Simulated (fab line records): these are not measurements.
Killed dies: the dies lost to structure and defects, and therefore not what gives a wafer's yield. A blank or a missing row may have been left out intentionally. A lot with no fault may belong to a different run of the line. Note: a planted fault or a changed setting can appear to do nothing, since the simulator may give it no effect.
2 desks, one fault    flow sfqLine    each desk has only its own numbers; what lay behind them comes last

== AT THE METROLOGY DESK ==
Means of the sampled wafers that have a number, per lot and without regard to the tool the lot ran on: this is what the gauges read. A lot is out of limits, marked OUT, if its mean lies more than 4 standard deviations from the usual mean; the brackets give that distance.
Columns: A = L0V_OVL at SFQ_L0V_OVL_MEAS_903, usual 4 nm
lot   first seen here  A
L636  day 8 07:11      -3
L650  day 12 12:18     5
L651  day 12 22:14     7
L654  day 14 00:46     -3
L658  day 15 11:43     13
L659  day 15 14:57     1
This desk found nothing out of limits on any of the 6 lots.

== DESK OF THE TOOL OWNER: lithoTrack-01 ==
The tool's own readings at SFQ_TRILAYER_L0_VIA_LITHO_PEB_016 (peb time 60 s): means of the sampled wafers that have a number, for each lot that ran on this tool. A lot is out of limits, marked OUT, if its mean lies more than 4 standard deviations from the usual mean; the brackets give that distance.
Columns: A = heaterPowerTotalW at SFQ_TRILAYER_L0_VIA_LITHO_PEB_016, usual 79.15 W; B = plateTempC at SFQ_TRILAYER_L0_VIA_LITHO_PEB_016, usual 115.00 C
lot   first seen here  A                 B
L650  day 12 12:02     79.86 (+9.5) OUT  115.96 (+7.4) OUT
L651  day 12 21:56     79.85 (+9.5) OUT  115.75 (+5.8) OUT
L658  day 15 11:26     79.11             114.92
L659  day 15 14:40     79.18             114.84
This desk's finding: out of limits on L650, L651; first on L650, day 12 12:02 (heaterPowerTotalW at SFQ_TRILAYER_L0_VIA_LITHO_PEB_016). Within limits: L658, L659.

== ALL TOGETHER ==
On L650, L651, at day 12 12:02, an alarm was possible from the tool owner's desk.
Nothing out of limits was seen by the metrology desk.
The metrology desk holds a record of L650, L651, inside its limits.
All the named lots went through SFQ_TRILAYER_L0_VIA_LITHO_PEB_016 on lithoTrack-01.

== WHAT THE SIMULATOR HAD PUT IN ==
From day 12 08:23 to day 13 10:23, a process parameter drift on lithoTrack-01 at SFQ_TRILAYER_L0_VIA_LITHO_PEB_016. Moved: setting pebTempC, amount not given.
Shown lots that were struck: L650, L651.
Delay in hours, fault start to first out-of-limits reading, by desk: the tool owner's desk at 4.
